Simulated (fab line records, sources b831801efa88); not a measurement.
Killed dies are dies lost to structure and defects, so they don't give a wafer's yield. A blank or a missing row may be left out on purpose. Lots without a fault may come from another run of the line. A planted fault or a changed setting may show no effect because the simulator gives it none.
fab line records | flow sky130
record lots=5 wafers=15 last_day=50
route steps=708 shown PWDE@48 NWELL@56
lots that met no fault: from a run of the same line without faults
start_h: hours from the record's first day to the start of the lot's first wafer shown | wait_h: hours since the lot's step before | " the same as in the row above | L1.1+2: a row that stands for several wafers | - no value, or no start given | * or withheld: withheld | < > ~ a bound
route shown NAME@n: a module of which the file shows steps, and the number in the route of the first | usual: mean/standard deviation of fault-free wafers | same: alike in all rows | chamber/n: place in a boat | sites: the reading at each site | _std_site: their standard deviation | _edge_site: outer sites' mean less inner sites' | radius_mm: how far each site lies from the wafer's centre | mask NAME#n: copy n | behind: the tool/chamber that last shaped the wafer | hold: why the lot was held/for how many hours/how that ended | device: the transistor (n, p or np) that didn't switch | end of line: the same wafers' tests at the end of the route | a step without rows: its recipe alone | killed: dies lost to structure and defects at the first sort, not the wafer's yield | map: a wafer's dies, x killed, . not, _ none there
set.NAME: the setting as run; set.NAME@STEP: as run at that earlier step | model.NAME: the simulator's own value behind a step, which no gauge read
lots at some steps of the route; a table a step, a row a wafer
services: from which hour (start_h, from the record's first day; less than 0 if before it) a tool's chamber was out of use, for how many hours, and why
## steps
# step SKY_PWDE_SOFTBAKE_03
# recipe temp_c=110 time_s=withheld
# step SKY_PWDE_EXPOSE_04
# recipe mask_id=PWDEM na=0.6 source_shape=conventional sigma_outer=0.6 polarization=unpolarized target_cd_nm=840 dose_mj=214
# step SKY_PWDE_PEB_05
# recipe temp_c=115 time_s=withheld
# step SKY_PWDE_DEVELOP_06
# recipe wall_angle_deg=90 developer=TMAH develop_time_s=60 dev_temp_c=23
# step SKY_PWDE_OVL_MEAS_07
# usual PWDE_OVL=0.4/1.2
# columns lot.wafer tool chamber start_h wait_h PWDE_OVL[nm]
L429.4 overlay-02 - 125.94 - 1.2
L429.5 " - " " -0.9
L429.6 " - " " -1.1
L437.1 overlay-02 - 161.94 - -0.7
L437.3 " - " " 0.1
L437.5 " - " " -0.6
L441.1 overlay-01 - 186.54 - 0.4
L441.2 " - " " 0.2
L441.6 " - " " 0.1
L442.2 overlay-02 - 189.08 - 1.7
L442.4 " - " " -0.2
L442.5 " - " " -0.3
L443.1 overlay-02 - 195.42 - -1.3
L443.2 " - " " -0.2
L443.3 " - " " -1.1
# step SKY_PWDE_IMPLANT_08
# recipe species=B energy_kev=150 dose_cm2=3.6e+12 tilt_deg=withheld
# step SKY_PWDE_STRIP_09
# recipe chemistry=O2/N2 power_w=1400 pressure_mtorr=1500 platen_temp_c=withheld o2_flow_sccm=3000 n2_flow_sccm=300 overash_fraction=0.5
# usual chamber_pressure_mTorr=1499.9/1.3 drypump_motor_current_A=5.7/0.4 oes_product_au=0.722/0.0049 strip_time_to_endpoint_s=36.92/0.089
# columns lot.wafer tool chamber start_h wait_h chamber_pressure_mTorr drypump_motor_current_A oes_product_au rf_hours_counter_h strip_time_to_endpoint_s
L429.4 plasma_asher-03 1 126.14 0.1 1498.7 5.9 0.718 - 36.85
L429.5 " 1 " " 1500.8 5.8 0.723 - 36.77
L429.6 " 0 " " 1500.1 6.1 0.725 - 36.84
L437.1 plasma_asher-04 0 162.13 0.1 1499.1 6.1 0.720 35 36.94
L437.3 " 0 " " 1500.7 6.1 0.715 - 36.87
L437.5 " 0 " " 1500.6 6.1 0.730 - 36.89
L441.1 plasma_asher-03 1 186.73 0.1 1498.9 5.8 0.722 46 36.88
L441.2 " 0 " " 1498.8 6.1 0.731 46 36.92
L441.6 " 0 " " 1499.2 6.1 0.727 - 36.73
L442.2 plasma_asher-01 0 189.26 0.1 1500.5 6.0 0.733 8 36.87
L442.4 " 1 " " 1501.8 5.5 0.711 - 36.74
L442.5 " 0 " " 1500.1 6.0 0.721 - 36.83
L443.1 plasma_asher-01 1 195.61 0.1 1500.1 5.5 0.721 8 36.89
L443.2 " 0 " " 1500.4 6.0 0.720 8 37.12
L443.3 " 0 " " 1501.6 6.0 0.721 - 37.00
# step SKY_PWDE_TW_MEAS_10
# usual PWDE_TW=373.2/2
# columns lot.wafer tool chamber start_h wait_h PWDE_TW
L429.4 film_metro-02 - 126.24 0.1 370.7
L429.5 " - " " 372.2
L429.6 " - " " 370.1
L437.1 film_metro-02 - 162.23 0.1 369.7
L437.3 " - " " 370.4
L437.5 " - " " 371.6
L441.1 film_metro-03 - 186.83 0.1 371.8
L441.2 " - " " 372.6
L441.6 " - " " 372.7
L442.2 film_metro-03 - 189.37 0.1 373.0
L442.4 " - " " 373.5
L442.5 " - " " 375.1
L443.1 film_metro-03 - 195.71 0.1 372.4
L443.2 " - " " 373.1
L443.3 " - " " 374.7
# step SKY_NWELL_DEHYDRATE_03
# recipe temp_c=200 time_s=60
# step SKY_NWELL_HMDS_04
# recipe prime_time_s=60 prime_temp_c=120
# step SKY_NWELL_COAT_05
# recipe spin_rpm=2000 resist_thk_nm=3000
# step SKY_NWELL_SOFTBAKE_06
# recipe temp_c=110 time_s=withheld
# step SKY_NWELL_EXPOSE_07
# recipe mask_id=NWM na=0.6 source_shape=conventional sigma_outer=0.6 polarization=unpolarized target_cd_nm=840 dose_mj=255
# columns lot.wafer tool chamber start_h wait_h mask
L429.4+5+6 iline_stepper-02 0 135.91 - PWDEM#0
L437.1+3+5 iline_stepper-01 0 172.35 - NWM#0
L441.1+2+6 iline_stepper-02 0 197.92 - NWM#0
L442.2+4+5 iline_stepper-02 0 200.22 - NWM#0
L443.1+2+3 iline_stepper-01 0 206.68 - NWM#0
# step SKY_NWELL_PEB_08
# recipe temp_c=115 time_s=withheld
# step SKY_NWELL_DEVELOP_09
# recipe wall_angle_deg=90 developer=TMAH develop_time_s=60 dev_temp_c=23
# step SKY_NWELL_OVL_MEAS_10
# usual NWELL_00_OVL=0.6/1.3
# columns lot.wafer tool chamber start_h wait_h NWELL_00_OVL[nm]
L429.4 overlay-02 - 145.41 - -
L429.5 " - " " -
L429.6 " - " " -
L437.1 overlay-01 - 182.27 - 2.1
L437.3 " - " " 1.3
L437.5 " - " " 0.4
L441.1 overlay-02 - 208.54 - 0.7
L441.2 " - " " 2.3
L441.6 " - " " 2.0
L442.2 overlay-02 - 211.28 - -0.1
L442.4 " - " " -0.8
L442.5 " - " " -0.1
L443.1 overlay-02 - 217.84 - 2.2
L443.2 " - " " 0.8
L443.3 " - " " -0.7
# step SKY_NWELL_IMPLANT_11
# recipe species=P energy_kev=400 dose_cm2=1.9e+13 tilt_deg=withheld
# step SKY_NWELL_IMPLANT_12
# recipe species=P energy_kev=120 dose_cm2=1.3e+12 tilt_deg=withheld
# step SKY_NWELL_IMPLANT_13
# recipe species=P energy_kev=50 dose_cm2=7e+11 tilt_deg=withheld
# step SKY_NWELL_STRIP_14
# recipe chemistry=O2/N2 power_w=1400 pressure_mtorr=1500 platen_temp_c=withheld o2_flow_sccm=3000 n2_flow_sccm=300 overash_fraction=0.5
# usual chamber_pressure_mTorr=1499.8/1.3 drypump_motor_current_A=5.8/0.34 oes_product_au=0.723/0.0044 strip_time_to_endpoint_s=36.94/0.084
# columns lot.wafer tool chamber start_h wait_h chamber_pressure_mTorr drypump_motor_current_A oes_product_au rf_hours_counter_h strip_time_to_endpoint_s
L429.4 plasma_asher-03 1 145.91 0.1 1498.6 5.9 0.721 - 37.06
L429.5 " 1 " " 1499.9 5.9 0.728 - 37.04
L429.6 " 0 " " 1499.7 6.1 0.729 - 37.11
L437.1 plasma_asher-03 1 182.76 0.1 1500.7 5.9 0.715 46 36.97
L437.3 " 1 " " 1497.9 5.8 0.725 - 36.94
L437.5 " 1 " " 1500.7 5.8 0.718 - 37.07
L441.1 plasma_asher-01 0 209.03 0.1 1495.9 6.0 0.725 9 36.93
L441.2 " 1 " " 1499.7 5.5 0.727 9 36.86
L441.6 " 1 " " 1501.3 5.4 0.724 - 36.89
L442.2 plasma_asher-03 0 211.76 0.1 1500.0 6.1 0.723 49 36.98
L442.4 " 1 " " 1500.3 5.8 0.720 - 36.96
L442.5 " 1 " " 1500.8 5.9 0.717 - 36.84
L443.1 plasma_asher-01 1 218.33 0.1 1499.1 5.5 0.724 10 36.88
L443.2 " 0 " " 1500.1 6.0 0.729 10 36.83
L443.3 " 1 " " 1499.7 5.4 0.722 - 36.89
# step SKY_NWELL_TW_MEAS_15
# usual NWELL_TW=1819/10
# columns lot.wafer tool chamber start_h wait_h NWELL_TW
L429.4 film_metro-02 - 146.01 0.1 30
L429.5 " - " " 30
L429.6 " - " " 30
L437.1 film_metro-03 - 182.86 0.1 1801
L437.3 " - " " 1796
L437.5 " - " " 1805
L441.1 film_metro-02 - 209.13 0.1 1804
L441.2 " - " " 1808
L441.6 " - " " 1812
L442.2 film_metro-01 - 211.87 0.1 1825
L442.4 " - " " 1813
L442.5 " - " " 1830
L443.1 film_metro-03 - 218.43 0.1 1825
L443.2 " - " " 1820
L443.3 " - " " 1819
# step SKY_NWELL_DEHYDRATE_16
# recipe temp_c=200 time_s=60
## services
# columns tool chamber start_h hours kind
plasma_asher-01 - 108.75 9.0 pm
plasma_asher-01 0 108.75 9.0 vent_cycle
plasma_asher-01 1 108.75 9.0 vent_cycle
plasma_asher-01 0 117.75 - clean
plasma_asher-01 1 117.75 - clean
iline_stepper-02 - 155.46 9.8 repair
plasma_asher-03 - 158.96 5.2 repair
plasma_asher-03 - 168.04 2.3 repair
plasma_asher-03 - 171.45 10.7 repair
iline_stepper-01 0 172.39 - calibration
plasma_asher-04 - 177.59 1.6 repair
plasma_asher-01 - 205.00 3.7 repair
## key
first_sign step=SKY_NWELL_EXPOSE_07 reading=mask direction=changed
effect step=SKY_NWELL_OVL_MEAS_10 reading=NWELL_00_OVL direction=missing
effect step=SKY_NWELL_TW_MEAS_15 reading=NWELL_TW direction=down sigmas=99+ usual=1819 struck=30
met_at SKY_NWELL_EXPOSE_07
struck_wafers L429.4,L429.5,L429.6
sort_left_out L429.4,L429.5,L429.6
tester_left_out L429
fault kind=wrong_mask tool=any chamber=- onset_h=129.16 steps=SKY_NWELL_EXPOSE_07 aux_copy=PWDEM#0 scope=struck_lots_only
# tester_left_out: of these lots the tester's yield and bins aren't shown, on N5 and GAA mostly nor the transistor test; their killed dies are dies lost to structure and defects alone, not to doping, threshold or leakage, so they don't give the yield
# sort_left_out: the simulated sort isn't trusted on such a fault, so these wafers' sort isn't shown, and their yield isn't known
